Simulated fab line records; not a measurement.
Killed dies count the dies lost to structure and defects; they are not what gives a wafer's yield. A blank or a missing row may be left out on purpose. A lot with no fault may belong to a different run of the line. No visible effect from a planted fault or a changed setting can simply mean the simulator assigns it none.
A lot that was struck, set against a sound lot    flow sky130    43 steps out of a route of 708
Sound: wafers L681.1, L681.3, L681.4. Wafers L687.3, L687.5, L687.6 were the ones struck. The cause comes at the end.
Per side, at each step with rows, come the tool, then ch with its chambers, and then its first start. Under that, the readings that differ: sound wafers    struck wafers    difference of the means    sigmas: that difference in standard deviations of wafers without a fault.
alike: a reading whose means differ by less than 2 such deviations, as well as words and numbers matching on both sides. not compared: withheld readings; readings where some wafer has no value; bounds like >300 that might hide an equal value; numbers whose values overlap and for which the record gives no deviation.
The two part at a step that has a row with sigmas, a row that says differs or no value, or rows on one side only. Numbers that have no deviation but don't overlap get no sigmas and don't part them. A reading that every wafer of one side lacks parts them only if that side has two wafers or more.

first, 9 steps without rows for these wafers: SKY_CAPM_CLEAN_17 (cleans in O3/DIW); SKY_METAL3_DEHYDRATE_05 (time 60 s); SKY_METAL3_HMDS_06 (prime time 60 s); SKY_METAL3_COAT_07 (resist thk 60 nm); SKY_METAL3_COAT_08 (resist thk 1140 nm); SKY_METAL3_SOFTBAKE_09 (time 90 s); SKY_METAL3_EXPOSE_10 (exposes mask MM3, target cd 300 nm); SKY_METAL3_PEB_11; SKY_METAL3_DEVELOP_12 (develop time 60 s).
SKY_METAL3_CD_MEAS_13: target cd 300 nm.
  sound on cd-sem-01, day 38 14:05; struck on cd-sem-02, day 40 12:25
  alike: cd-nm
SKY_METAL3_OVL_MEAS_14:
  sound on overlay-01, day 38 14:13; struck on overlay-01, day 40 12:31
  alike: METAL3_OVL
SKY_METAL3_DESCUM_15: chemistry O2, time 8 s.
  sound on rie-metal-01 ch 0,1, day 38 14:15; struck on rie-metal-01 ch 0,1, day 40 12:32
  alike: drypump-motor-current-A, oes-product-au
  not compared: rf-hours-counter-h
SKY_METAL3_ETCH_16: etches BARC in N2/H2, stops on SiO2, time 88.2 s, target depth 60 nm.
  sound on rie-metal-01 ch 0,1, day 38 14:17; struck on rie-metal-01 ch 0,1, day 40 12:35
  alike: drypump-motor-current-A, oes-product-au, throttle-valve-pct
  not compared: rf-hours-counter-h
SKY_METAL3_ETCH_17: etches SiO2 in C4F8/O2/Ar, stops on TiN, time 3.9 s, target depth 15 nm.
  sound on rie-diel-04 ch 0,1,3, day 38 14:23; struck on rie-diel-04 ch 0,1, day 40 12:40
  alike: oes-product-au
  not compared: rf-hours-counter-h
SKY_METAL3_METAL_ETCH_18: etches the open film in Cl2/BCl3, stops on SiO2, target depth 845 nm, time 183.1 s.
  sound on rie-metal-04 ch 0,1, day 38 14:24; struck on rie-metal-03 ch 0,1, day 40 12:44
  alike: drypump-motor-current-A, oes-product-au, throttle-valve-pct
  not compared: rf-hours-counter-h
SKY_METAL3_STRIP_19: strips in O2/N2.
  sound on plasma-asher-02 ch 0,1, day 38 14:38; struck on plasma-asher-01 ch 0,1, day 40 12:53
  alike: drypump-motor-current-A, oes-product-au, strip-time-to-endpoint-s
  not compared: rf-hours-counter-h
then, 4 steps without rows for these wafers: SKY_METAL3_STRIP_20 (strips in post etch residue remover, time 1200 s); SKY_METAL3_CLEAN_21 (cleans in IPA, time 180 s); SKY_METAL3_CLEAN_22 (cleans in O3/DIW); SKY_VIA3_HDPCVD_00 (deposits SiO2, target thk 1635 nm, time 272.5 s).
SKY_VIA3_THK_MEAS_01:
  sound on film-metro-04, day 38 15:24; struck on film-metro-04, day 40 13:38
  alike: VIA3_HDPCVD_THK
SKY_VIA3_CMP_02: polishes SiO2.
  sound on cmp-02 ch 0,2,3, day 38 15:28; struck on cmp-01 ch 0,1,3, day 40 13:50
reading                  sound              struck             difference  sigmas
edge-zone-pressure-frac  1.006 1.006 0.995  0.990 0.984 0.998  -0.012      -2
  alike: motor-current-A, slurry-flow-ml-min
SKY_VIA3_BOW_MEAS_03:
  sound on film-metro-04, day 38 15:46; struck on film-metro-02, day 40 14:01
  alike: VIA3_BOW
then, 8 steps without rows for these wafers: SKY_VIA3_DEHYDRATE_04 (time 60 s); SKY_VIA3_HMDS_05 (prime time 60 s); SKY_VIA3_COAT_06 (resist thk 60 nm); SKY_VIA3_COAT_07 (resist thk 450 nm); SKY_VIA3_SOFTBAKE_08 (time 90 s); SKY_VIA3_EXPOSE_09 (exposes mask VIM3, target cd 200 nm); SKY_VIA3_PEB_10; SKY_VIA3_DEVELOP_11 (develop time 60 s).
SKY_VIA3_CD_MEAS_12: target cd 200 nm.
  sound on cd-sem-02, day 39 16:46; struck on cd-sem-01, day 41 14:54
  alike: cd-nm
SKY_VIA3_OVL_MEAS_13:
  sound on overlay-02, day 39 16:53; struck on overlay-01, day 41 14:59
  alike: VIA3_OVL
then, 8 steps without rows for these wafers: SKY_VIA3_ETCH_14 (etches BARC in N2/H2, stops on SiO2, time 45.9 s, target depth 60 nm); SKY_VIA3_ETCH_15 (etches SiO2 in C4F8/O2/Ar, stops on TiN, target depth 507 nm, time 78 s); SKY_VIA3_STRIP_16 (strips in O2/N2); SKY_VIA3_STRIP_17 (strips in post etch residue remover, time 1200 s); SKY_VIA3_CLEAN_18 (cleans in IPA, time 180 s); SKY_VIA3_CLEAN_19 (cleans in O3/DIW); SKY_VIA3_SPUTTER_20 (material TiN, target thk 20 nm, time 80 s); SKY_VIA3_CVD_21 (deposits W, target thk 390 nm, time 117.31 s).
SKY_VIA3_RS_MEAS_22: the measuring method here is four-point-probe.
  sound on film-metro-01, day 39 17:55; struck on film-metro-04, day 41 16:01
  alike: VIA3_W_RS
-- the record jumps here: 6 days lie between the struck wafers' starts before and after (it left off in module VIA3 and takes up again in module PAD_OPEN, whose first step shown is number 708 of the route) --
SKY_PAD_OPEN_PROBE_99:
  rows exist in the record for the struck wafers here (prober-02, day 47 10:59), but not for the sound ones

== WHERE THEY PART ==
Earliest at SKY_VIA3_CMP_02; latest, in this record, at SKY_PAD_OPEN_PROBE_99.

WHY: whatever the simulator had introduced
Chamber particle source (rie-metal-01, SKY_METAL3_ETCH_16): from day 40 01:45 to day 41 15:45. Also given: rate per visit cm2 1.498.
